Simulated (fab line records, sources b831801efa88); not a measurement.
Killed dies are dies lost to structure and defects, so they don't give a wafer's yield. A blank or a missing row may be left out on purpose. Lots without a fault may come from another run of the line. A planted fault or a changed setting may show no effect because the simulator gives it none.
A struck lot beside a sound one | flow sfq_line | 28 steps out of a route of 325
Sound: wafers L690.2, L690.5, L690.6. Struck: wafers L693.1, L693.2. (L693.3 of the same lot was not struck and is left out.) The cause comes at the end.
At each step with rows: each side's tool, then ch and its chambers, then its first start. Under that, the readings that differ: sound wafers | struck wafers | difference of the means | sigmas: that difference in standard deviations of wafers without a fault.
alike: readings whose means differ by less than 2 such deviations, and words and numbers that are the same on both sides. not compared: withheld readings, readings that some wafer has no value for, bounds like >300 that may hide the same value, and numbers for which the record gives no deviation and whose values overlap.
The two part at a step that has a row with sigmas, a row that says differs or no value, or rows on one side only. Numbers that don't overlap but have no deviation are shown without sigmas and don't part them. A reading that every wafer of one side lacks parts them only if that side has two wafers or more.

first, 6 steps without rows for these wafers: SFQ_TRILAYER_M6_LITHO_COAT_164 (resist thk 62 nm); SFQ_TRILAYER_M6_LITHO_COAT_159 (resist thk 600 nm); SFQ_TRILAYER_M6_LITHO_SOFTBAKE_163; SFQ_TRILAYER_M6_LITHO_EXPOSE_160 (exposes mask M6, target cd 500 nm); SFQ_TRILAYER_M6_LITHO_PEB_162 (peb time 60 s); SFQ_TRILAYER_M6_LITHO_DEVELOP_161 (time 60 s).
SFQ_M6_OVL_MEAS_940:
  sound on overlay-01, day 72 03:08; struck on overlay-02, day 76 23:44
  reading     | sound  | struck | difference | sigmas
  M6_OVL (nm) | 0 -7 3 | 11 13  | +13        | +2
then, 2 steps without rows for these wafers: SFQ_TRILAYER_M6_BARC_OPEN_METAL_ETCH_206 (etches BARC in O2, target depth 125 nm, time 41.7 s); SFQ_TRILAYER_M6_ETCH_METAL_ETCH_162 (etches Nb in Cl2/Ar, stops on SiO2, target depth 240 nm, time 120 s).
SFQ_TRILAYER_M6_STRIP_STRIP_163: strips in O2.
  sound on rie_metal-02 ch 0,1, day 72 03:20; struck on rie_metal-01 ch 0,1, day 76 23:58
  alike: chamber_pressure_mTorr, drypump_motor_current_A, oes_product_au
  not compared: rf_hours_counter_h
then, 1 step without rows for these wafers: SFQ_TRILAYER_M6_STRIP_SOLV_CLEAN_164 (cleans in NMP, time 600 s).
SFQ_TRILAYER_I6_DEP_PECVD_165: deposits SiO2 from SiH4/N2O, time 111.11 s, target thk 500 nm.
  sound on pecvd-01 ch 0,2, day 72 04:07; struck on pecvd-03 ch 0,1, day 77 00:44
  alike: heater_power_w, susceptor_temp_C, throttle_valve_pct
SFQ_TRILAYER_I6_CMP_CMP_166: polishes SiO2.
  sound on cmp-01 ch 2,3, day 72 04:41; struck on cmp-01 ch 0,2, day 77 02:33
  reading                                             | sound             | struck      | difference | sigmas
  time_to_endpoint_s (s)                              | 218 217 222       | 197 190     | -26        | -4
  model.SiO2_of_TRILAYER_I6_DEP_PECVD_165.thk_nm (nm) | 201.3 201.2 200.8 | 219.7 219.7 | +18.6      |
  alike: motor_current_A, slurry_flow_ml_min
SFQ_I6_BOW_MEAS_941:
  sound on film_metro-04, day 72 07:13; struck on film_metro-01, day 77 05:33
  alike: I6_BOW
SFQ_TRILAYER_I6_METRO_MEASURE_167:
  sound on film_metro-04, day 72 07:31; struck on film_metro-01, day 77 05:40
  reading     | sound             | struck      | difference | sigmas
  thk_nm (nm) | 201.3 201.1 201.0 | 219.8 219.6 | +18.6      | +20
then, 6 steps without rows for these wafers: SFQ_TRILAYER_I6_VIA_LITHO_COAT_174 (resist thk 62 nm); SFQ_TRILAYER_I6_VIA_LITHO_COAT_169 (resist thk 650 nm); SFQ_TRILAYER_I6_VIA_LITHO_SOFTBAKE_173; SFQ_TRILAYER_I6_VIA_LITHO_EXPOSE_170 (exposes mask I6, target cd 700 nm); SFQ_TRILAYER_I6_VIA_LITHO_PEB_172 (peb time 60 s); SFQ_TRILAYER_I6_VIA_LITHO_DEVELOP_171 (time 60 s).
SFQ_I6_OVL_MEAS_942:
  sound on overlay-02, day 76 17:46; struck on overlay-01, day 78 23:52
  alike: I6_OVL
SFQ_TRILAYER_I6_VIA_BARC_OPEN_VIA_ETCH_235: etches BARC in O2, target depth 125 nm, time 41.7 s.
  sound on rie_diel-02 ch 1,2, day 76 17:47; struck on rie_diel-03 ch 2,3, day 78 23:53
  alike: bias_w, chamber_pressure_mTorr, drypump_motor_current_A, oes_product_au
  not compared: rf_hours_counter_h
SFQ_TRILAYER_I6_VIA_ETCH_VIA_ETCH_172: etches SiO2 in CHF3, stops on Nb, target depth 260 nm.
  sound on rie_diel-02 ch 1,2, day 76 17:50; struck on rie_diel-03 ch 2,3, day 78 23:56
  reading                        | sound             | struck      | difference | sigmas
  oes_product_au (a.u.)          | 0.861 0.859 0.857 | 0.901 0.902 | +0.042     | +8
  model.etch.depth_nm (nm)       | 201.3 201.2 200.8 | 219.7 219.7 | +18.6      |
  model.I6.feature_depth_nm (nm) | 201.3 201.2 200.8 | 219.7 219.7 | +18.6      |
  alike: bias_w, chamber_pressure_mTorr, drypump_motor_current_A
SFQ_TRILAYER_I6_VIA_STRIP_STRIP_173: strips in O2.
  sound on rie_metal-04 ch 0,1, day 76 17:57; struck on rie_metal-03 ch 0,1, day 79 00:03
  alike: chamber_pressure_mTorr, drypump_motor_current_A, oes_product_au
  not compared: rf_hours_counter_h
then, 1 step without rows for these wafers: SFQ_TRILAYER_I6_VIA_STRIP_SOLV_CLEAN_174 (cleans in NMP, time 600 s).
SFQ_TRILAYER_M7_DEP_PRE_CLEAN_176: time 22.5 s.
  sound on pvd_sputter-06, day 76 18:43; struck on pvd_sputter-04, day 79 00:49
  reading                                             | sound             | struck      | difference | sigmas
  model.SiO2_of_TRILAYER_I6_DEP_PECVD_165.thk_nm (nm) | 193.8 193.7 193.3 | 212.2 212.2 | +18.6      |
SFQ_TRILAYER_M7_DEP_SPUTTER_175: material Nb, target thk 200 nm, time 133.3 s.
  sound on pvd_sputter-06, day 76 18:45; struck on pvd_sputter-04, day 79 00:51
  alike: throttle_valve_pct

WHERE THEY PART
First at SFQ_M6_OVL_MEAS_940; last, within this record, at SFQ_TRILAYER_I6_VIA_ETCH_VIA_ETCH_172. Later steps at which nothing parts them and some readings are alike: SFQ_TRILAYER_I6_VIA_STRIP_STRIP_173, SFQ_TRILAYER_M7_DEP_SPUTTER_175.

WHY: what the simulator had put in
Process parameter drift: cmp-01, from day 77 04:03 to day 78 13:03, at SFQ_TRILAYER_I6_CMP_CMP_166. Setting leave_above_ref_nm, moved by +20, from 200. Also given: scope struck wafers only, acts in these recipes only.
